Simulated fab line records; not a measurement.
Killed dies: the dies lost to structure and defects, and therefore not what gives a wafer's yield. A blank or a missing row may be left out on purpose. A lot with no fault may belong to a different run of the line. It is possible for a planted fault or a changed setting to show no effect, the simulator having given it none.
What tool caused it? :: flow sky130 :: Sampling: 24 lots, 72 wafers, 6 of 708 route steps

== WHAT THE GAUGES READ, wafer by wafer ==
SKY_PAD_OPEN_BOW_MEAS_13.
lot: L074
measured: day 45 15:30
on: filmMetro-01
PAD_OPEN_BOW (um): 63 65 59

lot: L075
measured: day 46 02:25
on: filmMetro-01
PAD_OPEN_BOW (um): 44 50 47

lot: L076
measured: day 46 04:40
on: filmMetro-04
PAD_OPEN_BOW (um): 45 43 33

lot: L077
measured: day 46 18:46
on: filmMetro-02
PAD_OPEN_BOW (um): 51 61 61

lot: L078
measured: day 46 19:28
on: filmMetro-01
PAD_OPEN_BOW (um): 45 40 51

lot: L079
measured: day 47 06:19
on: filmMetro-02
PAD_OPEN_BOW (um): 50 59 68

lot: L080
measured: day 47 07:19
on: filmMetro-01
PAD_OPEN_BOW (um): 44 56 44

lot: L081
measured: day 47 13:09
on: filmMetro-01
PAD_OPEN_BOW (um): 32 46 52

lot: L083
measured: day 48 05:43
on: filmMetro-04
PAD_OPEN_BOW (um): 58 62 67

lot: L082
measured: day 48 06:53
on: filmMetro-01
PAD_OPEN_BOW (um): 47 52 63

lot: L084
measured: day 48 14:29
on: filmMetro-04
PAD_OPEN_BOW (um): 53 45 53

lot: L085
measured: day 48 14:42
on: filmMetro-04
PAD_OPEN_BOW (um): 40 58 46

lot: L086
measured: day 48 16:46
on: filmMetro-02
PAD_OPEN_BOW (um): 60 50 48

lot: L087
measured: day 48 21:43
on: filmMetro-04
PAD_OPEN_BOW (um): 52 56 48

lot: L088
measured: day 49 05:46
on: filmMetro-01
PAD_OPEN_BOW (um): 55 46 53

lot: L089
measured: day 49 11:09
on: filmMetro-04
PAD_OPEN_BOW (um): 43 52 47

lot: L090
measured: day 49 16:24
on: filmMetro-02
PAD_OPEN_BOW (um): 62 53 49

lot: L092
measured: day 49 18:33
on: filmMetro-02
PAD_OPEN_BOW (um): 48 51 58

lot: L091
measured: day 49 21:43
on: filmMetro-01
PAD_OPEN_BOW (um): 57 40 39

lot: L093
measured: day 50 04:04
on: filmMetro-01
PAD_OPEN_BOW (um): 36 37 39

lot: L094
measured: day 50 08:10
on: filmMetro-02
PAD_OPEN_BOW (um): 64 60 47

lot: L095
measured: day 50 10:13
on: filmMetro-02
PAD_OPEN_BOW (um): 52 51 53

lot: L096
measured: day 50 19:27
on: filmMetro-01
PAD_OPEN_BOW (um): 63 57 52

lot: L097
measured: day 50 23:24
on: filmMetro-04
PAD_OPEN_BOW (um): 39 50 36

== WHAT TOOL EACH LOT RAN ON (gives the tool, then ch and the chambers of the sampled wafers, and finally the start) ==
lot: L074
SKY_METAL3_DESCUM_15: rieMetal-01 ch 0,1, day 38 07:32
SKY_METAL4_SPUTTER_00: pvdSputter-04, day 39 11:52
SKY_METAL4_SPUTTER_03: pvdSputter-04, day 39 11:57
SKY_PASSIVATION_ETCH_11: rieDiel-04 ch 1,2,3, day 44 15:44
SKY_PASSIVATION_STRIP_12: plasmaAsher-02 ch 0,1, day 44 15:52

lot: L075
SKY_METAL3_DESCUM_15: rieMetal-01 ch 0,1, day 39 00:44
SKY_METAL4_SPUTTER_00: pvdSputter-01, day 40 04:31
SKY_METAL4_SPUTTER_03: pvdSputter-01, day 40 04:36
SKY_PASSIVATION_ETCH_11: rieDiel-04 ch 1,2, day 45 03:37
SKY_PASSIVATION_STRIP_12: plasmaAsher-04 ch 0,1, day 45 03:46

lot: L076
SKY_METAL3_DESCUM_15: rieMetal-01 ch 0,1, day 39 01:35
SKY_METAL4_SPUTTER_00: pvdSputter-04, day 40 05:56
SKY_METAL4_SPUTTER_03: pvdSputter-04, day 40 06:01
SKY_PASSIVATION_ETCH_11: rieDiel-03 ch 0,1, day 45 05:17
SKY_PASSIVATION_STRIP_12: plasmaAsher-04 ch 0,1, day 45 05:23

lot: L077
SKY_METAL3_DESCUM_15: rieMetal-01 ch 0, day 39 16:42
SKY_METAL4_SPUTTER_00: pvdSputter-01, day 40 20:52
SKY_METAL4_SPUTTER_03: pvdSputter-01, day 40 20:57
SKY_PASSIVATION_ETCH_11: rieDiel-03 ch 0,3, day 45 19:40
SKY_PASSIVATION_STRIP_12: plasmaAsher-04 ch 0,1, day 45 19:49

lot: L078
SKY_METAL3_DESCUM_15: rieMetal-01 ch 0, day 39 17:25
SKY_METAL4_SPUTTER_00: pvdSputter-04, day 40 21:43
SKY_METAL4_SPUTTER_03: pvdSputter-04, day 40 21:49
SKY_PASSIVATION_ETCH_11: rieDiel-01 ch 1,2,3, day 45 20:02
SKY_PASSIVATION_STRIP_12: plasmaAsher-01 ch 1, day 45 20:08

lot: L079
SKY_METAL3_DESCUM_15: rieMetal-01 ch 0, day 40 08:40
SKY_METAL4_SPUTTER_00: pvdSputter-01, day 41 11:54
SKY_METAL4_SPUTTER_03: pvdSputter-01, day 41 11:59
SKY_PASSIVATION_ETCH_11: rieDiel-01 ch 1,3, day 46 08:10
SKY_PASSIVATION_STRIP_12: plasmaAsher-02 ch 0, day 46 08:16

lot: L080
SKY_METAL3_DESCUM_15: rieMetal-04 ch 1, day 40 10:49
SKY_METAL4_SPUTTER_00: pvdSputter-03, day 41 13:32
SKY_METAL4_SPUTTER_03: pvdSputter-03, day 41 13:37
SKY_PASSIVATION_ETCH_11: rieDiel-03 ch 0,2, day 46 08:59
SKY_PASSIVATION_STRIP_12: plasmaAsher-04 ch 0, day 46 09:05

lot: L081
SKY_METAL3_DESCUM_15: rieMetal-01 ch 0,1, day 40 16:55
SKY_METAL4_SPUTTER_00: pvdSputter-04, day 41 19:49
SKY_METAL4_SPUTTER_03: pvdSputter-04, day 41 19:54
SKY_PASSIVATION_ETCH_11: rieDiel-01 ch 0,1,3, day 46 14:44
SKY_PASSIVATION_STRIP_12: plasmaAsher-02 ch 0,1, day 46 14:50

lot: L083
SKY_METAL3_DESCUM_15: rieMetal-04 ch 0, day 41 11:34
SKY_METAL4_SPUTTER_00: pvdSputter-03, day 42 14:52
SKY_METAL4_SPUTTER_03: pvdSputter-03, day 42 14:58
SKY_PASSIVATION_ETCH_11: rieDiel-03 ch 1,3, day 47 07:43
SKY_PASSIVATION_STRIP_12: plasmaAsher-02 ch 0,1, day 47 07:49

lot: L082
SKY_METAL3_DESCUM_15: rieMetal-02 ch 0,1, day 41 13:44
SKY_METAL4_SPUTTER_00: pvdSputter-01, day 42 16:23
SKY_METAL4_SPUTTER_03: pvdSputter-01, day 42 16:28
SKY_PASSIVATION_ETCH_11: rieDiel-04 ch 0,1,3, day 47 08:40
SKY_PASSIVATION_STRIP_12: plasmaAsher-04 ch 0,1, day 47 08:46

lot: L084
SKY_METAL3_DESCUM_15: rieMetal-04 ch 0,1, day 41 22:25
SKY_METAL4_SPUTTER_00: pvdSputter-03, day 43 01:14
SKY_METAL4_SPUTTER_03: pvdSputter-03, day 43 01:19
SKY_PASSIVATION_ETCH_11: rieDiel-01 ch 0,1, day 47 16:22
SKY_PASSIVATION_STRIP_12: plasmaAsher-01 ch 0,1, day 47 16:28

lot: L085
SKY_METAL3_DESCUM_15: rieMetal-01 ch 0,1, day 41 23:04
SKY_METAL4_SPUTTER_00: pvdSputter-04, day 43 01:53
SKY_METAL4_SPUTTER_03: pvdSputter-04, day 43 01:58
SKY_PASSIVATION_ETCH_11: rieDiel-04 ch 0,1,3, day 47 16:43
SKY_PASSIVATION_STRIP_12: plasmaAsher-04 ch 0,1, day 47 16:49

lot: L086
SKY_METAL3_DESCUM_15: rieMetal-04 ch 0,1, day 42 05:05
SKY_METAL4_SPUTTER_00: pvdSputter-04, day 43 07:05
SKY_METAL4_SPUTTER_03: pvdSputter-04, day 43 07:10
SKY_PASSIVATION_ETCH_11: rieDiel-01 ch 1,2, day 47 19:40
SKY_PASSIVATION_STRIP_12: plasmaAsher-04 ch 0,1, day 47 19:46

lot: L087
SKY_METAL3_DESCUM_15: rieMetal-02 ch 1, day 42 10:10
SKY_METAL4_SPUTTER_00: pvdSputter-03, day 43 12:21
SKY_METAL4_SPUTTER_03: pvdSputter-03, day 43 12:26
SKY_PASSIVATION_ETCH_11: rieDiel-04 ch 1,3, day 48 00:58
SKY_PASSIVATION_STRIP_12: plasmaAsher-04 ch 0,1, day 48 01:04

lot: L088
SKY_METAL3_DESCUM_15: rieMetal-01 ch 0,1, day 42 17:46
SKY_METAL4_SPUTTER_00: pvdSputter-01, day 43 19:43
SKY_METAL4_SPUTTER_03: pvdSputter-01, day 43 19:49
SKY_PASSIVATION_ETCH_11: rieDiel-03 ch 0,1,3, day 48 08:55
SKY_PASSIVATION_STRIP_12: plasmaAsher-01 ch 0,1, day 48 09:01

lot: L089
SKY_METAL3_DESCUM_15: rieMetal-01 ch 0,1, day 43 02:40
SKY_METAL4_SPUTTER_00: pvdSputter-03, day 44 04:10
SKY_METAL4_SPUTTER_03: pvdSputter-03, day 44 04:16
SKY_PASSIVATION_ETCH_11: rieDiel-03 ch 0,1, day 48 14:55
SKY_PASSIVATION_STRIP_12: plasmaAsher-02 ch 0,1, day 48 15:01

lot: L090
SKY_METAL3_DESCUM_15: rieMetal-01 ch 0, day 43 09:11
SKY_METAL4_SPUTTER_00: pvdSputter-04, day 44 10:43
SKY_METAL4_SPUTTER_03: pvdSputter-04, day 44 10:47
SKY_PASSIVATION_ETCH_11: rieDiel-01 ch 0,3, day 48 20:23
SKY_PASSIVATION_STRIP_12: plasmaAsher-02 ch 0,1, day 48 20:29

lot: L092
SKY_METAL3_DESCUM_15: rieMetal-01 ch 0,1, day 43 13:07
SKY_METAL4_SPUTTER_00: pvdSputter-01, day 44 14:22
SKY_METAL4_SPUTTER_03: pvdSputter-01, day 44 14:26
SKY_PASSIVATION_ETCH_11: rieDiel-01 ch 1,2, day 48 23:13
SKY_PASSIVATION_STRIP_12: plasmaAsher-02 ch 0,1, day 48 23:19

lot: L091
SKY_METAL3_DESCUM_15: rieMetal-02 ch 0,1, day 43 16:04
SKY_METAL4_SPUTTER_00: pvdSputter-03, day 44 17:41
SKY_METAL4_SPUTTER_03: pvdSputter-03, day 44 17:46
SKY_PASSIVATION_ETCH_11: rieDiel-01 ch 0,2,3, day 49 03:13
SKY_PASSIVATION_STRIP_12: plasmaAsher-02 ch 0,1, day 49 03:19

lot: L093
SKY_METAL3_DESCUM_15: rieMetal-04 ch 0,1, day 44 01:10
SKY_METAL4_SPUTTER_00: pvdSputter-03, day 45 01:51
SKY_METAL4_SPUTTER_03: pvdSputter-03, day 45 01:56
SKY_PASSIVATION_ETCH_11: rieDiel-04 ch 0,1,3, day 49 09:28
SKY_PASSIVATION_STRIP_12: plasmaAsher-02 ch 0,1, day 49 09:34

lot: L094
SKY_METAL3_DESCUM_15: rieMetal-04 ch 0,1, day 44 05:40
SKY_METAL4_SPUTTER_00: pvdSputter-04, day 45 06:29
SKY_METAL4_SPUTTER_03: pvdSputter-04, day 45 06:34
SKY_PASSIVATION_ETCH_11: rieDiel-01 ch 1,2,3, day 49 13:50
SKY_PASSIVATION_STRIP_12: plasmaAsher-02 ch 0,1, day 49 13:56

lot: L095
SKY_METAL3_DESCUM_15: rieMetal-02 ch 0,1, day 44 11:01
SKY_METAL4_SPUTTER_00: pvdSputter-03, day 45 10:41
SKY_METAL4_SPUTTER_03: pvdSputter-03, day 45 10:46
SKY_PASSIVATION_ETCH_11: rieDiel-04 ch 0,1, day 49 15:53
SKY_PASSIVATION_STRIP_12: plasmaAsher-04 ch 0,1, day 49 15:59

lot: L096
SKY_METAL3_DESCUM_15: rieMetal-01 ch 0,1, day 44 20:34
SKY_METAL4_SPUTTER_00: pvdSputter-03, day 45 20:53
SKY_METAL4_SPUTTER_03: pvdSputter-03, day 45 20:59
SKY_PASSIVATION_ETCH_11: rieDiel-04 ch 0,1, day 50 01:46
SKY_PASSIVATION_STRIP_12: plasmaAsher-02 ch 0,1, day 50 01:52

lot: L097
SKY_METAL3_DESCUM_15: rieMetal-01 ch 0,1, day 45 03:29
SKY_METAL4_SPUTTER_00: pvdSputter-03, day 46 03:25
SKY_METAL4_SPUTTER_03: pvdSputter-03, day 46 03:31
SKY_PASSIVATION_ETCH_11: rieDiel-01 ch 2,3, day 50 05:37
SKY_PASSIVATION_STRIP_12: plasmaAsher-04 ch 0,1, day 50 05:43
- SKY_METAL3_DESCUM_15: chemistry O2, time 8 s.
- SKY_METAL4_SPUTTER_00: material Ti, target thk 15 nm, time 10 s.
- SKY_METAL4_SPUTTER_03: material Ti, target thk 5 nm, time 3.3 s.
- SKY_PASSIVATION_ETCH_11: etches the open film in CF4/O2, stops on AlCu, target depth 725 nm, time 161.1 s.
- SKY_PASSIVATION_STRIP_12: strips in O2/N2.

== AS READ BY THE TOOLS THEMSELVES (means over the sampled wafers that have a number; for cases with no such wafer, the mark the record gives instead) ==
SKY_METAL3_DESCUM_15.
lot: L074
tool: rieMetal-01
chamberPressureMTorr (mTorr): 9.996
drypumpMotorCurrentA (A): 5.3
oesProductAu (a.u.): 0.998

lot: L075
tool: rieMetal-01
chamberPressureMTorr (mTorr): 10.005
drypumpMotorCurrentA (A): 5.5
oesProductAu (a.u.): 1.000

lot: L076
tool: rieMetal-01
chamberPressureMTorr (mTorr): 10.000
drypumpMotorCurrentA (A): 5.5
oesProductAu (a.u.): 0.998

lot: L077
tool: rieMetal-01
chamberPressureMTorr (mTorr): 9.998
drypumpMotorCurrentA (A): 5.6
oesProductAu (a.u.): 0.995

lot: L078
tool: rieMetal-01
chamberPressureMTorr (mTorr): 10.005
drypumpMotorCurrentA (A): 5.6
oesProductAu (a.u.): 0.984

lot: L079
tool: rieMetal-01
chamberPressureMTorr (mTorr): 9.997
drypumpMotorCurrentA (A): 5.5
oesProductAu (a.u.): 0.995

lot: L080
tool: rieMetal-04
chamberPressureMTorr (mTorr): 10.002
drypumpMotorCurrentA (A): 5.2
oesProductAu (a.u.): 0.993

lot: L081
tool: rieMetal-01
chamberPressureMTorr (mTorr): 9.998
drypumpMotorCurrentA (A): 5.3
oesProductAu (a.u.): 0.995

lot: L083
tool: rieMetal-04
chamberPressureMTorr (mTorr): 9.994
drypumpMotorCurrentA (A): 5.6
oesProductAu (a.u.): 0.999

lot: L082
tool: rieMetal-02
chamberPressureMTorr (mTorr): 9.992
drypumpMotorCurrentA (A): 5.9
oesProductAu (a.u.): 0.987

lot: L084
tool: rieMetal-04
chamberPressureMTorr (mTorr): 9.992
drypumpMotorCurrentA (A): 5.5
oesProductAu (a.u.): 1.001

lot: L085
tool: rieMetal-01
chamberPressureMTorr (mTorr): 9.999
drypumpMotorCurrentA (A): 5.2
oesProductAu (a.u.): 1.003

lot: L086
tool: rieMetal-04
chamberPressureMTorr (mTorr): 9.993
drypumpMotorCurrentA (A): 5.3
oesProductAu (a.u.): 1.006

lot: L087
tool: rieMetal-02
chamberPressureMTorr (mTorr): 10.001
drypumpMotorCurrentA (A): 5.0
oesProductAu (a.u.): 0.981

lot: L088
tool: rieMetal-01
chamberPressureMTorr (mTorr): 9.999
drypumpMotorCurrentA (A): 5.4
oesProductAu (a.u.): 1.004

lot: L089
tool: rieMetal-01
chamberPressureMTorr (mTorr): 9.997
drypumpMotorCurrentA (A): 5.4
oesProductAu (a.u.): 1.005

lot: L090
tool: rieMetal-01
chamberPressureMTorr (mTorr): 10.010
drypumpMotorCurrentA (A): 5.5
oesProductAu (a.u.): 0.982

lot: L092
tool: rieMetal-01
chamberPressureMTorr (mTorr): 9.996
drypumpMotorCurrentA (A): 5.5
oesProductAu (a.u.): 0.995

lot: L091
tool: rieMetal-02
chamberPressureMTorr (mTorr): 10.001
drypumpMotorCurrentA (A): 5.9
oesProductAu (a.u.): 0.985

lot: L093
tool: rieMetal-04
chamberPressureMTorr (mTorr): 9.994
drypumpMotorCurrentA (A): 5.3
oesProductAu (a.u.): 0.994

lot: L094
tool: rieMetal-04
chamberPressureMTorr (mTorr): 9.990
drypumpMotorCurrentA (A): 5.5
oesProductAu (a.u.): 0.991

lot: L095
tool: rieMetal-02
chamberPressureMTorr (mTorr): 10.006
drypumpMotorCurrentA (A): 5.9
oesProductAu (a.u.): 0.982

lot: L096
tool: rieMetal-01
chamberPressureMTorr (mTorr): 10.002
drypumpMotorCurrentA (A): 5.3
oesProductAu (a.u.): 1.005

lot: L097
tool: rieMetal-01
chamberPressureMTorr (mTorr): 9.997
drypumpMotorCurrentA (A): 5.4
oesProductAu (a.u.): 1.002

SKY_METAL4_SPUTTER_00.
lot: L074
tool: pvdSputter-04
throttleValvePct (%): 30.2

lot: L075
tool: pvdSputter-01
throttleValvePct (%): 30.7

lot: L076
tool: pvdSputter-04
throttleValvePct (%): 29.5

lot: L077
tool: pvdSputter-01
throttleValvePct (%): 30.3

lot: L078
tool: pvdSputter-04
throttleValvePct (%): 29.9

lot: L079
tool: pvdSputter-01
throttleValvePct (%): 29.8

lot: L080
tool: pvdSputter-03
throttleValvePct (%): 29.9

lot: L081
tool: pvdSputter-04
throttleValvePct (%): 29.1

lot: L083
tool: pvdSputter-03
throttleValvePct (%): 30.5

lot: L082
tool: pvdSputter-01
throttleValvePct (%): 29.4

lot: L084
tool: pvdSputter-03
throttleValvePct (%): 30.0

lot: L085
tool: pvdSputter-04
throttleValvePct (%): 29.8

lot: L086
tool: pvdSputter-04
throttleValvePct (%): 29.2

lot: L087
tool: pvdSputter-03
throttleValvePct (%): 30.0

lot: L088
tool: pvdSputter-01
throttleValvePct (%): 30.5

lot: L089
tool: pvdSputter-03
throttleValvePct (%): 30.5

lot: L090
tool: pvdSputter-04
throttleValvePct (%): 30.9

lot: L092
tool: pvdSputter-01
throttleValvePct (%): 30.3

lot: L091
tool: pvdSputter-03
throttleValvePct (%): 30.3

lot: L093
tool: pvdSputter-03
throttleValvePct (%): 29.7

lot: L094
tool: pvdSputter-04
throttleValvePct (%): 29.3

lot: L095
tool: pvdSputter-03
throttleValvePct (%): 30.2

lot: L096
tool: pvdSputter-03
throttleValvePct (%): 30.4

lot: L097
tool: pvdSputter-03
throttleValvePct (%): 30.8

SKY_METAL4_SPUTTER_03.
lot: L074
tool: pvdSputter-04
throttleValvePct (%): 30.3

lot: L075
tool: pvdSputter-01
throttleValvePct (%): 30.8

lot: L076
tool: pvdSputter-04
throttleValvePct (%): 29.6

lot: L077
tool: pvdSputter-01
throttleValvePct (%): 30.2

lot: L078
tool: pvdSputter-04
throttleValvePct (%): 29.9

lot: L079
tool: pvdSputter-01
throttleValvePct (%): 29.9

lot: L080
tool: pvdSputter-03
throttleValvePct (%): 30.0

lot: L081
tool: pvdSputter-04
throttleValvePct (%): 29.4

lot: L083
tool: pvdSputter-03
throttleValvePct (%): 30.4

lot: L082
tool: pvdSputter-01
throttleValvePct (%): 29.5

lot: L084
tool: pvdSputter-03
throttleValvePct (%): 29.8

lot: L085
tool: pvdSputter-04
throttleValvePct (%): 29.9

lot: L086
tool: pvdSputter-04
throttleValvePct (%): 29.6

lot: L087
tool: pvdSputter-03
throttleValvePct (%): 30.2

lot: L088
tool: pvdSputter-01
throttleValvePct (%): 30.4

lot: L089
tool: pvdSputter-03
throttleValvePct (%): 30.4

lot: L090
tool: pvdSputter-04
throttleValvePct (%): 30.8

lot: L092
tool: pvdSputter-01
throttleValvePct (%): 30.3

lot: L091
tool: pvdSputter-03
throttleValvePct (%): 30.4

lot: L093
tool: pvdSputter-03
throttleValvePct (%): 29.7

lot: L094
tool: pvdSputter-04
throttleValvePct (%): 29.4

lot: L095
tool: pvdSputter-03
throttleValvePct (%): 30.3

lot: L096
tool: pvdSputter-03
throttleValvePct (%): 30.3

lot: L097
tool: pvdSputter-03
throttleValvePct (%): 30.8

SKY_PASSIVATION_ETCH_11.
lot: L074
tool: rieDiel-04
chamberPressureMTorr (mTorr): 149.92
drypumpMotorCurrentA (A): 5.8
oesProductAu (a.u.): 0.980
throttleValvePct (%): 5.962

lot: L075
tool: rieDiel-04
chamberPressureMTorr (mTorr): 149.92
drypumpMotorCurrentA (A): 5.6
oesProductAu (a.u.): 0.976
throttleValvePct (%): 5.970

lot: L076
tool: rieDiel-03
chamberPressureMTorr (mTorr): 149.97
drypumpMotorCurrentA (A): 5.3
oesProductAu (a.u.): 0.970
throttleValvePct (%): 5.962

lot: L077
tool: rieDiel-03
chamberPressureMTorr (mTorr): 150.05
drypumpMotorCurrentA (A): 5.8
oesProductAu (a.u.): 0.976
throttleValvePct (%): 5.956

lot: L078
tool: rieDiel-01
chamberPressureMTorr (mTorr): 150.07
drypumpMotorCurrentA (A): 5.5
oesProductAu (a.u.): 0.983
throttleValvePct (%): 5.967

lot: L079
tool: rieDiel-01
chamberPressureMTorr (mTorr): 150.14
drypumpMotorCurrentA (A): 5.7
oesProductAu (a.u.): 0.976
throttleValvePct (%): 5.973

lot: L080
tool: rieDiel-03
chamberPressureMTorr (mTorr): 149.98
drypumpMotorCurrentA (A): 5.6
oesProductAu (a.u.): 0.974
throttleValvePct (%): 5.963

lot: L081
tool: rieDiel-01
chamberPressureMTorr (mTorr): 149.94
drypumpMotorCurrentA (A): 5.6
oesProductAu (a.u.): 0.972
throttleValvePct (%): 5.964

lot: L083
tool: rieDiel-03
chamberPressureMTorr (mTorr): 149.97
drypumpMotorCurrentA (A): 5.2
oesProductAu (a.u.): 0.977
throttleValvePct (%): 5.967

lot: L082
tool: rieDiel-04
chamberPressureMTorr (mTorr): 149.95
drypumpMotorCurrentA (A): 6.1
oesProductAu (a.u.): 0.983
throttleValvePct (%): 5.966

lot: L084
tool: rieDiel-01
chamberPressureMTorr (mTorr): 149.91
drypumpMotorCurrentA (A): 5.6
oesProductAu (a.u.): 0.981
throttleValvePct (%): 5.961

lot: L085
tool: rieDiel-04
chamberPressureMTorr (mTorr): 149.95
drypumpMotorCurrentA (A): 6.1
oesProductAu (a.u.): 0.985
throttleValvePct (%): 5.962

lot: L086
tool: rieDiel-01
chamberPressureMTorr (mTorr): 149.95
drypumpMotorCurrentA (A): 5.5
oesProductAu (a.u.): 0.987
throttleValvePct (%): 5.975

lot: L087
tool: rieDiel-04
chamberPressureMTorr (mTorr): 149.95
drypumpMotorCurrentA (A): 5.8
oesProductAu (a.u.): 0.970
throttleValvePct (%): 5.963

lot: L088
tool: rieDiel-03
chamberPressureMTorr (mTorr): 150.11
drypumpMotorCurrentA (A): 5.5
oesProductAu (a.u.): 0.980
throttleValvePct (%): 5.967

lot: L089
tool: rieDiel-03
chamberPressureMTorr (mTorr): 149.97
drypumpMotorCurrentA (A): 5.7
oesProductAu (a.u.): 0.980
throttleValvePct (%): 5.965

lot: L090
tool: rieDiel-01
chamberPressureMTorr (mTorr): 150.08
drypumpMotorCurrentA (A): 5.6
oesProductAu (a.u.): 0.980
throttleValvePct (%): 5.958

lot: L092
tool: rieDiel-01
chamberPressureMTorr (mTorr): 149.97
drypumpMotorCurrentA (A): 5.5
oesProductAu (a.u.): 0.983
throttleValvePct (%): 5.976

lot: L091
tool: rieDiel-01
chamberPressureMTorr (mTorr): 149.96
drypumpMotorCurrentA (A): 5.5
oesProductAu (a.u.): 0.977
throttleValvePct (%): 5.965

lot: L093
tool: rieDiel-04
chamberPressureMTorr (mTorr): 150.01
drypumpMotorCurrentA (A): 6.1
oesProductAu (a.u.): 0.972
throttleValvePct (%): 5.966

lot: L094
tool: rieDiel-01
chamberPressureMTorr (mTorr): 149.94
drypumpMotorCurrentA (A): 5.5
oesProductAu (a.u.): 0.980
throttleValvePct (%): 5.958

lot: L095
tool: rieDiel-04
chamberPressureMTorr (mTorr): 150.00
drypumpMotorCurrentA (A): 6.1
oesProductAu (a.u.): 0.970
throttleValvePct (%): 5.957

lot: L096
tool: rieDiel-04
chamberPressureMTorr (mTorr): 149.92
drypumpMotorCurrentA (A): 5.9
oesProductAu (a.u.): 0.972
throttleValvePct (%): 5.960

lot: L097
tool: rieDiel-01
chamberPressureMTorr (mTorr): 149.90
drypumpMotorCurrentA (A): 5.5
oesProductAu (a.u.): 0.980
throttleValvePct (%): 5.976

SKY_PASSIVATION_STRIP_12.
lot: L074
tool: plasmaAsher-02
chamberPressureMTorr (mTorr): 1498.8
drypumpMotorCurrentA (A): 6.3
n2FlowSccm (sccm): 298.8
oesProductAu (a.u.): 0.655
stripTimeToEndpointS (s): 31.74

lot: L075
tool: plasmaAsher-04
chamberPressureMTorr (mTorr): 1498.9
drypumpMotorCurrentA (A): 6.3
n2FlowSccm (sccm): 300.5
oesProductAu (a.u.): 0.665
stripTimeToEndpointS (s): 31.78

lot: L076
tool: plasmaAsher-04
chamberPressureMTorr (mTorr): 1500.8
drypumpMotorCurrentA (A): 6.5
n2FlowSccm (sccm): 300.0
oesProductAu (a.u.): 0.659
stripTimeToEndpointS (s): 31.51

lot: L077
tool: plasmaAsher-04
chamberPressureMTorr (mTorr): 1501.0
drypumpMotorCurrentA (A): 6.3
n2FlowSccm (sccm): 299.5
oesProductAu (a.u.): 0.659
stripTimeToEndpointS (s): 31.61

lot: L078
tool: plasmaAsher-01
chamberPressureMTorr (mTorr): 1500.0
drypumpMotorCurrentA (A): 5.0
n2FlowSccm (sccm): 299.5
oesProductAu (a.u.): 0.661
stripTimeToEndpointS (s): 31.25

lot: L079
tool: plasmaAsher-02
chamberPressureMTorr (mTorr): 1500.8
drypumpMotorCurrentA (A): 5.5
n2FlowSccm (sccm): 301.0
oesProductAu (a.u.): 0.658
stripTimeToEndpointS (s): 31.34

lot: L080
tool: plasmaAsher-04
chamberPressureMTorr (mTorr): 1498.9
drypumpMotorCurrentA (A): 6.7
n2FlowSccm (sccm): 299.8
oesProductAu (a.u.): 0.663
stripTimeToEndpointS (s): 31.73

lot: L081
tool: plasmaAsher-02
chamberPressureMTorr (mTorr): 1501.2
drypumpMotorCurrentA (A): 5.9
n2FlowSccm (sccm): 300.1
oesProductAu (a.u.): 0.656
stripTimeToEndpointS (s): 31.61

lot: L083
tool: plasmaAsher-02
chamberPressureMTorr (mTorr): 1502.1
drypumpMotorCurrentA (A): 5.9
n2FlowSccm (sccm): 300.2
oesProductAu (a.u.): 0.664
stripTimeToEndpointS (s): 31.36

lot: L082
tool: plasmaAsher-04
chamberPressureMTorr (mTorr): 1499.0
drypumpMotorCurrentA (A): 6.5
n2FlowSccm (sccm): 300.2
oesProductAu (a.u.): 0.668
stripTimeToEndpointS (s): 31.31

lot: L084
tool: plasmaAsher-01
chamberPressureMTorr (mTorr): 1500.9
drypumpMotorCurrentA (A): 5.1
n2FlowSccm (sccm): 300.5
oesProductAu (a.u.): 0.656
stripTimeToEndpointS (s): 31.57

lot: L085
tool: plasmaAsher-04
chamberPressureMTorr (mTorr): 1499.4
drypumpMotorCurrentA (A): 6.5
n2FlowSccm (sccm): 299.7
oesProductAu (a.u.): 0.658
stripTimeToEndpointS (s): 31.48

lot: L086
tool: plasmaAsher-04
chamberPressureMTorr (mTorr): 1500.6
drypumpMotorCurrentA (A): 6.5
n2FlowSccm (sccm): 300.6
oesProductAu (a.u.): 0.663
stripTimeToEndpointS (s): 31.38

lot: L087
tool: plasmaAsher-04
chamberPressureMTorr (mTorr): 1500.4
drypumpMotorCurrentA (A): 6.3
n2FlowSccm (sccm): 300.2
oesProductAu (a.u.): 0.660
stripTimeToEndpointS (s): 31.45

lot: L088
tool: plasmaAsher-01
chamberPressureMTorr (mTorr): 1499.8
drypumpMotorCurrentA (A): 5.1
n2FlowSccm (sccm): 300.5
oesProductAu (a.u.): 0.663
stripTimeToEndpointS (s): 31.25

lot: L089
tool: plasmaAsher-02
chamberPressureMTorr (mTorr): 1499.8
drypumpMotorCurrentA (A): 6.3
n2FlowSccm (sccm): 299.8
oesProductAu (a.u.): 0.658
stripTimeToEndpointS (s): 31.62

lot: L090
tool: plasmaAsher-02
chamberPressureMTorr (mTorr): 1500.6
drypumpMotorCurrentA (A): 5.9
n2FlowSccm (sccm): 299.1
oesProductAu (a.u.): 0.663
stripTimeToEndpointS (s): 31.46

lot: L092
tool: plasmaAsher-02
chamberPressureMTorr (mTorr): 1500.4
drypumpMotorCurrentA (A): 5.9
n2FlowSccm (sccm): 299.9
oesProductAu (a.u.): 0.659
stripTimeToEndpointS (s): 31.25

lot: L091
tool: plasmaAsher-02
chamberPressureMTorr (mTorr): 1498.9
drypumpMotorCurrentA (A): 6.3
n2FlowSccm (sccm): 300.3
oesProductAu (a.u.): 0.667
stripTimeToEndpointS (s): 31.48

lot: L093
tool: plasmaAsher-02
chamberPressureMTorr (mTorr): 1499.4
drypumpMotorCurrentA (A): 6.3
n2FlowSccm (sccm): 300.7
oesProductAu (a.u.): 0.663
stripTimeToEndpointS (s): 31.55

lot: L094
tool: plasmaAsher-02
chamberPressureMTorr (mTorr): 1499.4
drypumpMotorCurrentA (A): 6.2
n2FlowSccm (sccm): 300.0
oesProductAu (a.u.): 0.661
stripTimeToEndpointS (s): 31.45

lot: L095
tool: plasmaAsher-04
chamberPressureMTorr (mTorr): 1499.5
drypumpMotorCurrentA (A): 6.3
n2FlowSccm (sccm): 300.1
oesProductAu (a.u.): 0.661
stripTimeToEndpointS (s): 31.61

lot: L096
tool: plasmaAsher-02
chamberPressureMTorr (mTorr): 1500.2
drypumpMotorCurrentA (A): 5.9
n2FlowSccm (sccm): 301.4
oesProductAu (a.u.): 0.660
stripTimeToEndpointS (s): 31.77

lot: L097
tool: plasmaAsher-04
chamberPressureMTorr (mTorr): 1499.8
drypumpMotorCurrentA (A): 6.3
n2FlowSccm (sccm): 299.6
oesProductAu (a.u.): 0.661
stripTimeToEndpointS (s): 31.45

== THE ANSWER, worked out from the rows above alone ==
Rule: the lots themselves supply what counts as usual. Put in order of their means at a reading, lots are off if they are a third of the lots or fewer, leave a main group of 4 or more, and stand apart from it by a gap of 3 or more times the standard deviation of the main group's means; of several such gaps the widest counts. A main group is skipped when, at the precision printed for the reading in the tables above, its means are all equal. Also off: a lot with no number at a reading for which 4 or more lots have one. All remaining lots with rows at the step are treated as sound. The gauges are gone through in route order, then the tools' own readings, and for those a lot's mean is taken as printed above. The first step at which some lot is off is used, and at that step the reading that is off furthest; a lot without a number counts as furthest.
Nothing can be told from this: no lot is off at any reading shown.

== WHAT WAS PUT IN BY THE SIMULATOR ==
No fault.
